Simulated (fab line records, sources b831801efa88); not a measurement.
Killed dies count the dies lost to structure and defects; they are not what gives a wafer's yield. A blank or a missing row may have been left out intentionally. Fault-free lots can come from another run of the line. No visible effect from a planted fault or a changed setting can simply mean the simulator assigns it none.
Which of the tools did it? -- flow sky130 -- Sampling: 13 lots, 39 wafers, 4 of 708 route steps

## WHAT EACH GAUGE READ, for each wafer
The record holds no reading of a measuring or inspecting step that can be judged against a usual standard deviation.

## WHAT TOOL EACH LOT RAN ON (gives the tool, then ch and the chambers of the sampled wafers, and finally the start)
lot,SKY_CONTACT_COAT_08,SKY_CONTACT_ETCH_16,SKY_CONTACT_STRIP_19,SKY_PAD_OPEN_PROBE_99
L177,"litho_track-01 ch 0, day 31 05:28","rie_diel-02 ch 1,2, day 31 19:08","plasma_asher-04 ch 0, day 31 19:16",-
L178,"litho_track-04 ch 0, day 31 10:40","rie_diel-04 ch 0,1,2, day 32 00:32","plasma_asher-02 ch 0,1, day 32 00:40",-
L179,"litho_track-04 ch 0, day 31 23:13","rie_diel-02 ch 1,2,3, day 32 13:46","plasma_asher-04 ch 0,1, day 32 13:53",-
L181,"litho_track-03 ch 0, day 32 06:35","rie_diel-04 ch 1,2,3, day 32 20:49","plasma_asher-04 ch 0,1, day 32 20:57",-
L180,"litho_track-03 ch 0, day 32 07:21","rie_diel-04 ch 0,2, day 32 21:35","plasma_asher-04 ch 0,1, day 32 21:44",-
L188,"litho_track-03 ch 0, day 34 22:03","rie_diel-04 ch 0,1,3, day 35 11:32","plasma_asher-04 ch 0,1, day 35 11:41","prober-02, day 48 14:59"
L190,"litho_track-03 ch 0, day 35 09:02","rie_diel-04 ch 0,2, day 35 22:11","plasma_asher-04 ch 0, day 35 22:19",-
L192,"litho_track-01 ch 0, day 36 04:55","rie_diel-01 ch 0,1,3, day 36 17:53","plasma_asher-04 ch 0,1, day 36 18:02",-
L193,"litho_track-01 ch 0, day 36 11:02","rie_diel-02 ch 0,1, day 37 00:28","plasma_asher-02 ch 0,1, day 37 00:35",-
L196,"litho_track-04 ch 0, day 37 02:49","rie_diel-02 ch 0,1,3, day 37 16:07","plasma_asher-04 ch 0,1, day 37 16:16",-
L197,"litho_track-01 ch 0, day 37 09:37","rie_diel-01 ch 0,3, day 37 22:46","plasma_asher-04 ch 0,1, day 37 22:56",-
L199,"litho_track-04 ch 0, day 38 01:13","rie_diel-02 ch 0,1,2, day 38 15:17","plasma_asher-04 ch 0,1, day 38 15:25",-
L200,"litho_track-01 ch 0, day 38 11:41","rie_diel-02 ch 0,1,3, day 39 00:50","plasma_asher-03 ch 0,1, day 39 00:58",-
- SKY_CONTACT_COAT_08: resist thk 60 nm.
- SKY_CONTACT_ETCH_16: etches BARC in N2/H2, stops on SiO2, time 45.9 s, target depth 60 nm.
- SKY_CONTACT_STRIP_19: strips in O2/N2.
- SKY_PAD_OPEN_PROBE_99

## WHAT THE TOOLS THEMSELVES READ (means of the sampled wafers that have a number; where no wafer has one, the mark that the record gives instead)
SKY_CONTACT_ETCH_16.
lot,tool,bias_w (W),drypump_motor_current_A (A),oes_product_au (a.u.),throttle_valve_pct (%)
L177,rie_diel-02,99.7,5.2,0.854,13.230
L178,rie_diel-04,100.1,5.6,0.849,13.223
L179,rie_diel-02,99.8,5.4,0.861,13.229
L181,rie_diel-04,99.9,5.4,0.851,13.226
L180,rie_diel-04,99.9,5.9,0.856,13.230
L188,rie_diel-04,100.1,5.5,0.943,13.239
L190,rie_diel-04,99.8,5.9,0.940,13.232
L192,rie_diel-01,99.7,5.9,0.855,13.216
L193,rie_diel-02,99.5,5.5,0.856,13.223
L196,rie_diel-02,99.8,5.6,0.853,13.217
L197,rie_diel-01,100.1,6.4,0.852,13.235
L199,rie_diel-02,99.7,5.7,0.860,13.232
L200,rie_diel-02,100.1,5.6,0.851,13.228

SKY_CONTACT_STRIP_19.
lot,tool,drypump_motor_current_A (A),oes_product_au (a.u.),strip_time_to_endpoint_s (s)
L177,plasma_asher-04,6.6,0.382,3.675
L178,plasma_asher-02,5.1,0.382,3.668
L179,plasma_asher-04,6.2,0.380,3.681
L181,plasma_asher-04,6.2,0.380,3.656
L180,plasma_asher-04,5.7,0.379,3.673
L188,plasma_asher-04,5.7,0.388,3.819
L190,plasma_asher-04,6.6,0.389,3.800
L192,plasma_asher-04,6.2,0.374,3.662
L193,plasma_asher-02,5.1,0.386,3.644
L196,plasma_asher-04,5.7,0.386,3.658
L197,plasma_asher-04,6.2,0.381,3.640
L199,plasma_asher-04,6.2,0.379,3.672
L200,plasma_asher-03,6.0,0.374,3.631

SKY_PAD_OPEN_PROBE_99.
lot,tool,killed_at_M0_to_M3,killed_at_M4_up,killed_at_contacts,killed_at_front_end,killed_at_other,killed_dies,killed_open,killed_short
L188,prober-02,45,3.0,23,20,0.7,91,54,37

## THE ANSWER, worked out from the rows above alone
Rule: what is usual is taken from the lots themselves. The widest of any qualifying gaps counts: lots, ordered by their means at a reading, are off when they make up no more than a third of the lots, leave a main group of 4 or more, and stand apart from it by 3 or more times the standard deviation of that group's means. Not used: any main group whose means are identical at the precision the tables above print for the reading. A lot without any number at a reading at which 4 lots or more have one is off too. Where the step has rows for the other lots, those lots are counted as sound. First the gauges in route order, then the tools' own readings, where a lot's mean is used as printed above. At the first step where some lot is off, the reading lying furthest off is the one used; lots without a number count as furthest.
Off: L188, L190 (SKY_CONTACT_ETCH_16, oes_product_au). Main group: mean 0.854 a.u., sd 0.0036.
A tool fits if, at that step or a process step before it, it ran every lot that is off, and no sound lot after the first of them. Undecided on this evidence; 2 tools fit (litho_track-03 at SKY_CONTACT_COAT_08, rie_diel-04 at SKY_CONTACT_ETCH_16).

## WHAT WAS PUT IN BY THE SIMULATOR
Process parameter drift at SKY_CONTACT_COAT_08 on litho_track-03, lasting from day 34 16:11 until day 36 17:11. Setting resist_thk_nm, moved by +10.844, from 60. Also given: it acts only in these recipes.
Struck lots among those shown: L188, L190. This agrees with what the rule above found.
